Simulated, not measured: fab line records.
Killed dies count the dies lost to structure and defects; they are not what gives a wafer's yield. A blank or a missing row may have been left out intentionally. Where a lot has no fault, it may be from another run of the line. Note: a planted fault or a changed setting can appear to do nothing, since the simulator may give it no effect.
fab line records ; flow sky130
record: lots: 6; wafers: 18; last-day: 50
route steps=708 shown LDD_N@240 PAD_OPEN@708
lots that met no fault: from a run of the same line without faults
start-h: hours from the record's first day to the start of the lot's first wafer shown ; wait-h: hours since the lot's step before ; " same as the row above ; L1.1+2: a row that stands for several wafers ; - value missing, or start not given ; * or withheld: withheld ; < > ~ a bound
route shown NAME@n: a module of which the file shows steps, and the number in the route of the first ; usual: mean/standard deviation of fault-free wafers ; same: alike in all rows ; chamber/n: place in a boat ; sites: per-site readings ; _std_site: the values' standard deviation ; _edge_site: mean of outer sites minus mean of inner sites ; radius-mm: for every site, how far away it sits from the centre of the wafer ; mask NAME#n: copy n ; behind: the last tool/chamber to shape the wafer ; hold: cause of the lot's hold/its duration in hours/its outcome ; device: the n, p or np transistor that did not switch ; end of line: the same wafers' tests at the end of the route ; step lacking rows: just its recipe ; killed: dies that structure and defects cost at the first sort, which is not the same as the wafer's yield ; map: per-die view of a wafer (x killed, . not killed, _ where there is no die)
set.NAME: the setting that was run; set.NAME@STEP: the one run at that earlier step ; model.NAME: the simulator's own value behind a step, which no gauge read
lots at selected steps of the route; one table per step, one row per wafer
services: when a tool's chamber went out of use (start-h, in hours from the record's first day, below 0 if earlier), for how many hours, and the reason
== steps ==
step: SKY_LDD_N_SOFTBAKE_03
recipe: temp-c: 90; time-s: 60; resist: NOVOLAK
step: SKY_LDD_N_EXPOSE_04
recipe: mask-id: NTM; target-cd-nm: 840; na: 0.6; source-shape: conventional; sigma-outer: 0.6; dose-mj: 110
step: SKY_LDD_N_PEB_05
recipe: temp-c: withheld; time-s: *; resist: NOVOLAK
step: SKY_LDD_N_DEVELOP_06
recipe: develop-time-s: 60; dev-temp-c: 23
step: SKY_LDD_N_OVL_MEAS_07
usual: LDD_N_OVL: 1.2/1.2
lot.wafer;tool;chamber;start-h;wait-h;LDD_N_OVL[nm]
L207.3;overlay-02;-;395.59;0.1;0.9
L207.4;overlay-02;-;395.59;0.1;-0.7
L207.5;overlay-02;-;395.59;0.1;3.4
L212.2;overlay-02;-;447.98;0.1;0.4
L212.3;overlay-02;-;447.98;0.1;1.1
L212.5;overlay-02;-;447.98;0.1;0.0
L226.1;overlay-01;-;565.44;0.1;0.8
L226.4;overlay-01;-;565.44;0.1;1.2
L226.6;overlay-01;-;565.44;0.1;0.6
L227.1;overlay-02;-;574.87;0.1;2.7
L227.2;overlay-02;-;574.87;0.1;2.5
L227.4;overlay-02;-;574.87;0.1;-0.1
L228.3;overlay-01;-;585.80;0.1;1.9
L228.4;overlay-01;-;585.80;0.1;1.1
L228.5;overlay-01;-;585.80;0.1;3.6
L230.1;overlay-01;-;608.92;0.1;1.7
L230.4;overlay-01;-;608.92;0.1;-0.6
L230.6;overlay-01;-;608.92;0.1;3.9
step: SKY_LDD_N_IMPLANT_08
recipe: species: As; energy-kev: 20; dose-cm2: 7.5e+13; tilt-deg: withheld; rotation-deg: 23
step: SKY_LDD_N_IMPLANT_09
recipe: species: As; energy-kev: 20; dose-cm2: 7.5e+13; tilt-deg: withheld; rotation-deg: 113
step: SKY_LDD_N_IMPLANT_10
recipe: species: As; energy-kev: 20; dose-cm2: 7.5e+13; tilt-deg: withheld; rotation-deg: 203
step: SKY_LDD_N_IMPLANT_11
recipe: species: As; energy-kev: 20; dose-cm2: 7.5e+13; tilt-deg: withheld; rotation-deg: 293
step: SKY_LDD_N_IMPLANT_12
recipe: species: BF2; energy-kev: 50; dose-cm2: 5e+12; tilt-deg: 30; rotation-deg: 0
step: SKY_LDD_N_IMPLANT_13
recipe: species: BF2; energy-kev: 50; dose-cm2: 5e+12; tilt-deg: 30; rotation-deg: 90
step: SKY_LDD_N_IMPLANT_14
recipe: species: BF2; energy-kev: 50; dose-cm2: 5e+12; tilt-deg: 30; rotation-deg: 180
step: SKY_LDD_N_IMPLANT_15
recipe: species: BF2; energy-kev: 50; dose-cm2: 5e+12; tilt-deg: 30; rotation-deg: 270
usual: dose-ions-cm2: 4.999e+12/5.8e+09; end-station-pressure-torr: 5.03e-06/2.6e-07; faraday-current-uA: 28.1/0.57; tilt-deg: 29.997/0.02
lot.wafer;tool;chamber;start-h;wait-h;dose-ions-cm2;end-station-pressure-torr;faraday-current-uA;tilt-deg
L207.3;implanter-01;0;396.72;0.1;5.005e+12;4.92e-06;28.0;29.969
L207.4;implanter-01;0;396.72;0.1;5.004e+12;4.72e-06;27.9;29.972
L207.5;implanter-01;0;396.72;0.1;4.999e+12;4.88e-06;27.9;29.982
L212.2;implanter-02;0;449.08;0.1;5.006e+12;5.13e-06;27.2;30.035
L212.3;implanter-02;0;449.08;0.1;5.001e+12;5.31e-06;29.3;30.002
L212.5;implanter-02;0;449.08;0.1;5.005e+12;4.88e-06;28.9;29.993
L226.1;implanter-01;0;566.53;0.1;7.83e+12;5.42e-06;44.3;29.995
L226.4;implanter-01;0;566.53;0.1;7.84e+12;4.84e-06;43.8;29.986
L226.6;implanter-01;0;566.53;0.1;7.84e+12;4.53e-06;44.1;30.006
L227.1;implanter-01;0;575.96;0.1;7.821e+12;5.15e-06;44.4;30.013
L227.2;implanter-01;0;575.96;0.1;7.825e+12;4.8e-06;44.7;29.996
L227.4;implanter-01;0;575.96;0.1;7.824e+12;5.23e-06;44.9;30.008
L228.3;implanter-03;0;586.93;0.1;4.997e+12;4.74e-06;28.3;30.018
L228.4;implanter-03;0;586.93;0.1;5.001e+12;5.22e-06;28.4;30.026
L228.5;implanter-03;0;586.93;0.1;5.003e+12;5.01e-06;27.8;30.016
L230.1;implanter-02;0;610.01;0.1;5.004e+12;5.16e-06;27.6;30.008
L230.4;implanter-02;0;610.01;0.1;5.007e+12;5.58e-06;28.1;29.986
L230.6;implanter-02;0;610.01;0.1;5.001e+12;4.89e-06;28.7;29.990
step: SKY_LDD_N_STRIP_16
recipe: chemistry: O2/N2; power-w: 1400; pressure-mtorr: 1500; platen-temp-c: withheld; o2-flow-sccm: 3000; n2-flow-sccm: 300; overash-fraction: 0.5
usual: drypump-motor-current-A: 6.2/0.63; oes-product-au: 0.406/0.005; strip-time-to-endpoint-s: 4.317/0.016
lot.wafer;tool;chamber;start-h;wait-h;drypump-motor-current-A;oes-product-au;rf-hours-counter-h;strip-time-to-endpoint-s
L207.3;plasma-asher-01;0;396.85;0.1;5.9;0.405;-;4.320
L207.4;plasma-asher-01;1;396.85;0.1;6.7;0.395;-;4.315
L207.5;plasma-asher-01;0;396.85;0.1;5.9;0.410;-;4.332
L212.2;plasma-asher-03;0;449.21;0.1;6.5;0.400;75;4.307
L212.3;plasma-asher-03;0;449.21;0.1;6.5;0.404;-;4.293
L212.5;plasma-asher-03;0;449.21;0.1;6.5;0.403;-;4.302
L226.1;plasma-asher-01;1;566.68;0.1;6.6;0.397;14;4.343
L226.4;plasma-asher-01;0;566.68;0.1;5.9;0.400;-;4.321
L226.6;plasma-asher-01;0;566.68;0.1;5.9;0.404;-;4.350
L227.1;plasma-asher-03;1;576.11;0.1;6.7;0.411;88;4.344
L227.2;plasma-asher-03;0;576.11;0.1;6.5;0.402;88;4.329
L227.4;plasma-asher-03;0;576.11;0.1;6.5;0.412;-;4.360
L228.3;plasma-asher-02;0;587.06;0.1;4.8;0.400;-;4.321
L228.4;plasma-asher-02;1;587.06;0.1;5.1;0.408;-;4.301
L228.5;plasma-asher-02;1;587.06;0.1;5.1;0.410;-;4.319
L230.1;plasma-asher-03;1;610.16;0.1;6.7;0.409;91;4.312
L230.4;plasma-asher-03;1;610.16;0.1;6.6;0.406;-;4.323
L230.6;plasma-asher-03;0;610.16;0.1;6.5;0.410;-;4.318
step: SKY_PAD_OPEN_PROBE_99
usual: killed_at_M0_to_M3: 42/7; killed_at_M4_up: 2.8/1.8; killed-at-contacts: 24/5.8; killed-at-front-end: 15/4.8; killed-at-other: 0.3/0.56; killed-dies: 84/11; killed-open: 46/7.8; killed-short: 38/6.3
same: gross-dies: 492; killed-at-back-side: 0
lot.wafer;tool;chamber;start-h;wait-h;killed_at_M0_to_M3;killed_at_M4_up;killed-at-contacts;killed-at-front-end;killed-at-other;killed-dies;killed-open;killed-short;model.etest.nfet_01v8_turned.vt-sat-v;model.etest.nfet_01v8_turned.vt-v;model.etest.nfet_01v8_lvt.vt-sat-v;model.etest.nfet_01v8_lvt.vt-v
L207.3;prober-01;-;1074.45;0.2;51;3;21;17;0;92;53;39;0.6164;0.6753;0.4978;0.5825
L207.4;prober-01;-;1074.50;0.2;33;0;18;13;1;65;36;29;0.6236;0.6795;0.5141;0.5927
L207.5;prober-01;-;1074.55;0.2;35;1;30;9;0;75;35;40;0.634;0.6852;0.5239;0.5983
L212.2;prober-02;-;1110.61;0.1;45;1;41;15;0;102;59;42;0.6535;0.7003;0.5372;0.6111
L212.3;prober-02;-;1110.66;0.2;57;4;29;16;1;107;65;42;0.6471;0.6984;0.5354;0.6112
L212.5;prober-02;-;1110.76;0.2;45;5;25;15;0;90;49;39;0.6593;0.7077;0.5512;0.6205
L226.1;prober-02;-;1182.35;0.1;33;1;24;16;1;75;50;25;0.6934;0.7214;0.5665;0.6251
L226.4;prober-02;-;1182.50;0.2;44;0;22;18;0;84;49;35;0.7027;0.733;0.5762;0.6341
L226.6;prober-02;-;1182.60;0.2;40;4;24;24;1;93;44;49;0.6912;0.7207;0.5583;0.6227
L227.1;prober-01;-;1187.21;0.1;44;4;16;4;0;68;34;34;0.6946;0.7238;0.5668;0.6301
L227.2;prober-01;-;1187.26;0.1;30;1;16;17;0;64;27;37;0.7029;0.7292;0.5736;0.6403
L227.4;prober-01;-;1187.36;0.2;43;2;27;15;0;87;53;34;0.697;0.7299;0.5586;0.6295
L228.3;prober-02;-;1192.26;0.2;54;0;9;12;0;75;36;39;0.6513;0.6992;0.5461;0.6162
L228.4;prober-02;-;1192.31;0.2;54;4;35;21;1;115;52;62;0.6596;0.7013;0.5534;0.6122
L228.5;prober-02;-;1192.36;0.2;50;0;33;8;0;91;50;40;0.6448;0.6956;0.5335;0.6103
L230.1;prober-02;-;1203.40;0.1;33;4;35;10;0;82;42;40;0.6506;0.7025;0.5401;0.615
L230.4;prober-02;-;1203.55;0.2;29;0;21;6;0;56;33;23;0.6501;0.705;0.5348;0.6123
L230.6;prober-02;-;1203.65;0.2;38;5;24;6;0;73;34;39;0.6628;0.7095;0.5419;0.6184
killed by level:class
L207.3 VIA1:geometric-particle:open=14 VIA1:geometric-particle:short=8 METAL2:geometric-particle:short=8 VIA3:geometric-particle:open=7 LI_CONTACT:geometric-particle:open=6 FIELD_ISO:geometric-particle:short=5 LOCAL_INTERCONNECT:geometric-particle:short=5 CONTACT:geometric-particle:open=5
L207.4 VIA1:geometric-particle:open=9 VIA2:geometric-particle:open=6 FIELD_ISO:geometric-particle:short=5 LI_CONTACT:geometric-particle:open=5 CONTACT:geometric-particle:open=5 VIA1:geometric-particle:short=5 LOCAL_INTERCONNECT:geometric-particle:short=4 FIELD_ISO:geometric-particle:open=3
L207.5 LI_CONTACT:geometric-particle:open=9 METAL2:geometric-particle:short=9 CONTACT:geometric-particle:open=8 VIA1:geometric-particle:open=6 FIELD_ISO:geometric-particle:short=4 LI_CONTACT:geometric-particle:short=4 CONTACT:geometric-particle:short=4 VIA1:geometric-particle:short=4
L212.2 LI_CONTACT:geometric-particle:open=13 CONTACT:geometric-particle:open=11 VIA1:geometric-particle:open=11 METAL1:geometric-particle:short=9 LOCAL_INTERCONNECT:geometric-particle:short=8 VIA3:geometric-particle:open=8 VIA2:geometric-particle:open=7 CONTACT:geometric-particle:short=5
L212.3 VIA2:geometric-particle:open=11 CONTACT:geometric-particle:open=10 VIA3:geometric-particle:open=9 LI_CONTACT:geometric-particle:open=8 METAL1:geometric-particle:short=8 METAL2:geometric-particle:short=7 VIA1:geometric-particle:open=7 POLY_GATE:geometric-particle:open=6
L212.5 VIA2:geometric-particle:open=11 LI_CONTACT:geometric-particle:open=9 VIA1:geometric-particle:open=9 METAL1:geometric-particle:short=9 CONTACT:geometric-particle:open=7 VIA3:geometric-particle:open=4 POLY_GATE:geometric-particle:short=3 POLY_CUT:geometric-particle:short=3
L226.1 CONTACT:geometric-particle:open=10 VIA1:geometric-particle:open=8 LI_CONTACT:geometric-particle:open=7 FIELD_ISO:geometric-particle:open=5 METAL2:geometric-particle:short=5 VIA2:geometric-particle:open=5 POLY_GATE:geometric-particle:short=4 LI_CONTACT:geometric-particle:short=3
L226.4 VIA1:geometric-particle:open=11 VIA3:geometric-particle:open=10 LI_CONTACT:geometric-particle:open=8 CONTACT:geometric-particle:open=6 METAL2:geometric-particle:short=5 FIELD_ISO:geometric-particle:open=4 VIA1:geometric-particle:short=4 POLY_GATE:geometric-particle:open=4
L226.6 CONTACT:geometric-particle:open=9 CONTACT:geometric-particle:short=7 VIA2:geometric-particle:open=7 VIA3:geometric-particle:short=7 FIELD_ISO:geometric-particle:short=6 FIELD_ISO:geometric-particle:open=6 LI_CONTACT:geometric-particle:open=5 VIA1:geometric-particle:short=5
L227.1 VIA1:geometric-particle:short=9 VIA1:geometric-particle:open=8 VIA2:geometric-particle:open=8 CONTACT:geometric-particle:open=5 LOCAL_INTERCONNECT:geometric-particle:short=4 METAL2:geometric-particle:short=4 LI_CONTACT:geometric-particle:open=3 CONTACT:geometric-particle:short=3
L227.2 METAL2:geometric-particle:short=7 POLY_GATE:geometric-particle:open=6 POLY_GATE:geometric-particle:short=5 VIA1:geometric-particle:open=5 VIA2:geometric-particle:open=5 LI_CONTACT:geometric-particle:short=4 CONTACT:geometric-particle:open=4 LI_CONTACT:geometric-particle:open=3
L227.4 CONTACT:geometric-particle:open=12 VIA1:geometric-particle:open=10 VIA2:geometric-particle:open=9 LI_CONTACT:geometric-particle:open=8 METAL1:geometric-particle:short=8 POLY_GATE:geometric-particle:short=7 VIA3:geometric-particle:open=4 POLY_GATE:geometric-particle:open=3
L228.3 VIA2:geometric-particle:open=9 VIA1:geometric-particle:open=9 METAL2:geometric-particle:short=9 METAL1:geometric-particle:short=7 VIA3:geometric-particle:open=5 FIELD_ISO:geometric-particle:short=4 POLY_GATE:geometric-particle:short=4 CONTACT:geometric-particle:open=4
L228.4 CONTACT:geometric-particle:open=12 METAL1:geometric-particle:short=12 METAL2:geometric-particle:short=10 LI_CONTACT:geometric-particle:open=8 VIA1:geometric-particle:open=7 VIA3:geometric-particle:open=6 FIELD_ISO:geometric-particle:short=5 POLY_GATE:geometric-particle:short=5
L228.5 CONTACT:geometric-particle:open=13 VIA1:geometric-particle:open=12 METAL2:geometric-particle:short=12 LI_CONTACT:geometric-particle:open=8 VIA2:geometric-particle:open=6 VIA3:geometric-particle:short=5 LI_CONTACT:geometric-particle:short=5 CONTACT:geometric-particle:short=4
L230.1 CONTACT:geometric-particle:open=11 LI_CONTACT:geometric-particle:open=9 VIA1:geometric-particle:open=7 VIA2:geometric-particle:open=6 METAL2:geometric-particle:short=6 LI_CONTACT:geometric-particle:short=5 CONTACT:geometric-particle:short=5 LOCAL_INTERCONNECT:geometric-particle:short=4
L230.4 LI_CONTACT:geometric-particle:open=8 VIA3:geometric-particle:open=5 CONTACT:geometric-particle:open=5 VIA2:geometric-particle:open=4 FIELD_ISO:geometric-particle:open=3 METAL2:geometric-particle:open=3 LOCAL_INTERCONNECT:geometric-particle:short=3 VIA1:geometric-particle:short=3
L230.6 CONTACT:geometric-particle:open=9 LI_CONTACT:geometric-particle:open=6 METAL2:geometric-particle:short=6 LI_CONTACT:geometric-particle:short=5 VIA2:geometric-particle:open=5 VIA1:geometric-particle:short=5 VIA1:geometric-particle:open=4 METAL1:geometric-particle:short=4
== services ==
tool;chamber;start-h;hours;kind
implanter-01;-;373.13;3.1;repair
implanter-01;-;389.12;4.2;pm
plasma-asher-01;-;406.05;2.1;repair
plasma-asher-01;-;421.25;9.0;pm
plasma-asher-01;0;421.25;9.0;vent-cycle
plasma-asher-01;1;421.25;9.0;vent-cycle
plasma-asher-01;0;430.25;-;clean
plasma-asher-01;1;430.25;-;clean
implanter-03;-;456.24;1.9;repair
implanter-01;-;512.56;4.1;pm
plasma-asher-02;-;517.88;1.7;repair
implanter-02;-;557.66;1.1;repair
implanter-02;-;586.81;0.7;repair
implanter-02;-;587.04;0.7;repair
implanter-03;-;599.65;6.3;pm
== key ==
first-sign: step: SKY_LDD_N_IMPLANT_15; reading: dose-ions-cm2; direction: up; sigmas: 99+; usual: *; struck: *
effect: step: SKY_LDD_N_IMPLANT_15; reading: faraday-current-uA; direction: up; sigmas: 29; usual: 28.1; struck: 44.4
model-effect: step: SKY_PAD_OPEN_PROBE_99; value: etest.nfet_01v8_turned.vt-sat-v; without: 0.6585; struck: 0.6969
met-at SKY_LDD_N_IMPLANT_15
struck-wafers L226.1,L226.4,L226.6,L227.1,L227.2,L227.4
tester-left-out L226,L227
onset-between 396.72 566.53
fault: kind: process-parameter-drift; tool: implanter-01; chamber: -; onset-h: 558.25; steps: SKY_LDD_N_IMPLANT_15; channel: dose-cm2; offset: *; shape: step; end-h: 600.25; acts-in: *; stated: *
tester-left-out: of these lots the tester's yield and bins aren't shown, on N5 and GAA mostly nor the transistor test; their killed dies are dies lost to structure and defects alone, not to doping, threshold or leakage, so they don't give the yield
